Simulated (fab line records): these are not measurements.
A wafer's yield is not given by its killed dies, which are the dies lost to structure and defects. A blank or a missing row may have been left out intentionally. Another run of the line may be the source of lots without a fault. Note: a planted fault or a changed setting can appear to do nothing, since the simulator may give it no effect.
Which tool was responsible? + flow gf180mcu + Sampling: 14 lots, 42 wafers, 4 of 602 route steps

== WHAT THE GAUGES SHOWED, per wafer ==
GF_CONTACT_THK_MEAS_01. Usual: for CONTACT_CVD_00_THK the level is 301 nm and the standard deviation is 3.2.
| lot  | measured     | on           | CONTACT_CVD_00_THK (nm) | flag |
|------|--------------|--------------|-------------------------|------|
| L719 | day 15 00:55 | filmMetro-03 | 296 299 293             |      |
| L722 | day 16 05:10 | filmMetro-04 | 299 295 299             |      |
| L723 | day 16 12:42 | filmMetro-03 | 298 297 294             |      |
| L724 | day 16 19:25 | filmMetro-04 | 302 303 298             |      |
| L725 | day 17 06:58 | filmMetro-04 | 295 297 305             |      |
| L726 | day 17 16:46 | filmMetro-04 | 298 301 301             |      |
| L727 | day 18 04:17 | filmMetro-01 | 304 303 304             |      |
| L729 | day 18 23:23 | filmMetro-01 | 304 302 304             |      |
| L730 | day 19 05:32 | filmMetro-01 | 299 296 299             |      |
| L731 | day 19 16:32 | filmMetro-03 | 304 304 301             |      |
| L732 | day 20 02:37 | filmMetro-01 | 305 302 300             |      |
| L733 | day 20 09:21 | filmMetro-01 | 307 308 310             |      |
| L737 | day 21 17:50 | filmMetro-01 | 303 304 301             |      |
| L739 | day 22 04:32 | filmMetro-04 | 299 300 303             |      |

GF_CONTACT_THK_MEAS_26: measures by xrf. Usual: for CONTACT_W_THK the level is 307 nm and the standard deviation is 3.7.
| lot  | measured     | on           | CONTACT_W_THK (nm) | flag |
|------|--------------|--------------|--------------------|------|
| L719 | day 16 00:02 | filmMetro-01 | 312 305 307        |      |
| L722 | day 17 05:36 | filmMetro-04 | 308 308 307        |      |
| L723 | day 17 13:04 | filmMetro-03 | 310 311 307        |      |
| L724 | day 17 20:20 | filmMetro-03 | 304 299 299        |      |
| L725 | day 18 07:59 | filmMetro-01 | 311 309 309        |      |
| L726 | day 18 16:56 | filmMetro-01 | 306 302 303        |      |
| L727 | day 19 04:50 | filmMetro-03 | 308 306 304        |      |
| L729 | day 20 00:59 | filmMetro-03 | 309 309 308        |      |
| L730 | day 20 06:36 | filmMetro-03 | 310 306 309        |      |
| L731 | day 20 17:10 | filmMetro-01 | 310 301 308        |      |
| L732 | day 21 03:29 | filmMetro-04 | 309 315 309        |      |
| L733 | day 21 10:46 | filmMetro-01 | 304 307 308        |      |
| L737 | day 22 18:52 | filmMetro-04 | 306 305 307        |      |
| L739 | day 23 05:07 | filmMetro-01 | 307 306 308        |      |

GF_V1_THK_MEAS_03. Usual: for V1_CVD_02_THK the level is 852 nm and the standard deviation is 12.
| lot  | measured     | on           | V1_CVD_02_THK (nm) | flag |
|------|--------------|--------------|--------------------|------|
| L719 | day 16 23:38 | filmMetro-04 | 854 846 859        |      |
| L722 | day 18 06:39 | filmMetro-01 | 852 863 862        |      |
| L723 | day 18 14:14 | filmMetro-01 | 860 868 859        |      |
| L724 | day 18 21:21 | filmMetro-01 | 839 846 862        |      |
| L725 | day 19 08:41 | filmMetro-04 | 850 850 860        |      |
| L726 | day 19 18:29 | filmMetro-04 | 855 841 861        |      |
| L727 | day 20 06:21 | filmMetro-02 | 855 872 853        |      |
| L729 | day 21 02:13 | filmMetro-04 | 855 841 854        |      |
| L730 | day 21 08:22 | filmMetro-01 | 824 829 844        |      |
| L731 | day 21 19:05 | filmMetro-01 | 833 852 864        |      |
| L732 | day 22 05:54 | filmMetro-04 | 841 860 841        |      |
| L733 | day 22 12:19 | filmMetro-01 | 857 866 864        |      |
| L737 | day 23 19:10 | filmMetro-01 | 872 861 875        |      |
| L739 | day 24 05:53 | filmMetro-04 | 861 877 869        |      |

== EACH LOT AND THE TOOL THAT RAN IT (in order: tool; ch and the chambers of the sampled wafers; start) ==
| lot  | GF_STI_WET_ETCH_26            |
|------|-------------------------------|
| L719 | wetBench-01 ch 2, day 2 03:51 |
| L722 | wetBench-04 ch 3, day 2 19:57 |
| L723 | wetBench-03 ch 0, day 3 00:58 |
| L724 | wetBench-03 ch 2, day 3 06:07 |
| L725 | wetBench-01 ch 2, day 3 11:00 |
| L726 | wetBench-04 ch 2, day 3 15:55 |
| L727 | wetBench-03 ch 0, day 3 20:34 |
| L729 | wetBench-04 ch 2, day 4 08:43 |
| L730 | wetBench-04 ch 2, day 4 12:57 |
| L731 | wetBench-01 ch 0, day 4 17:49 |
| L732 | wetBench-04 ch 3, day 4 23:13 |
| L733 | wetBench-04 ch 0, day 5 06:09 |
| L737 | wetBench-03 ch 2, day 6 01:32 |
| L739 | wetBench-03 ch 1, day 6 10:40 |
- GF_STI_WET_ETCH_26: etches SiO2 in dHF, target depth 94 nm, time 188 s.

== WHAT THE TOOLS THEMSELVES READ (means of the sampled wafers that have a number; where no wafer has one, the mark that the record gives instead) ==
GF_STI_WET_ETCH_26. Usual: runLengthS at 217 s, with a standard deviation of 4.
| lot  | tool        | runLengthS (s) | flag |
|------|-------------|----------------|------|
| L719 | wetBench-01 | 214            |      |
| L722 | wetBench-04 | 213            |      |
| L723 | wetBench-03 | 215            |      |
| L724 | wetBench-03 | 215            |      |
| L725 | wetBench-01 | 213            |      |
| L726 | wetBench-04 | 222            |      |
| L727 | wetBench-03 | 223            |      |
| L729 | wetBench-04 | 214            |      |
| L730 | wetBench-04 | 215            |      |
| L731 | wetBench-01 | 214            |      |
| L732 | wetBench-04 | 214            |      |
| L733 | wetBench-04 | 223            |      |
| L737 | wetBench-03 | 108            | OFF  |
| L739 | wetBench-03 | 111            | OFF  |

== THE ANSWER, worked out from the rows above alone ==
Rule: a lot counts as off when the mean over its wafers that have a number is more than 3 standard deviations away from the usual mean. A lot without any number at a reading at which 4 lots or more have one is off too. The other lots that the step has rows for count as sound. First the gauges in route order, then the tools' own readings, where a lot's mean is used as printed above. At the first step where some lot is off, the reading lying furthest off is the one used; lots without a number count as furthest.
Off: L737, L739, at GF_STI_WET_ETCH_26 (runLengthS).
If a tool, at that step or one of the process steps before it, ran each lot that is off and ran no sound lot following the first of them, it fits. One fits: GF_STI_WET_ETCH_26 on wetBench-03. Its last sound lot is L727 (day 3 20:34), its first lot that is off L737 (day 6 01:32): a fault that began between those two fits.
On the lots that are off, the tool's own readings at GF_STI_WET_ETCH_26 differ by more than 5 times the standard deviation of the sound lots' means, which bears it out; runLengthS reads 110 s there versus 216 s on the sound lots.

== WHAT WAS PUT IN BY THE SIMULATOR ==
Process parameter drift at GF_STI_WET_ETCH_26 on wetBench-03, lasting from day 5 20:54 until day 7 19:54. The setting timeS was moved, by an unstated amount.
Struck lots among those shown: L737, L739. The rule above reached the same finding.
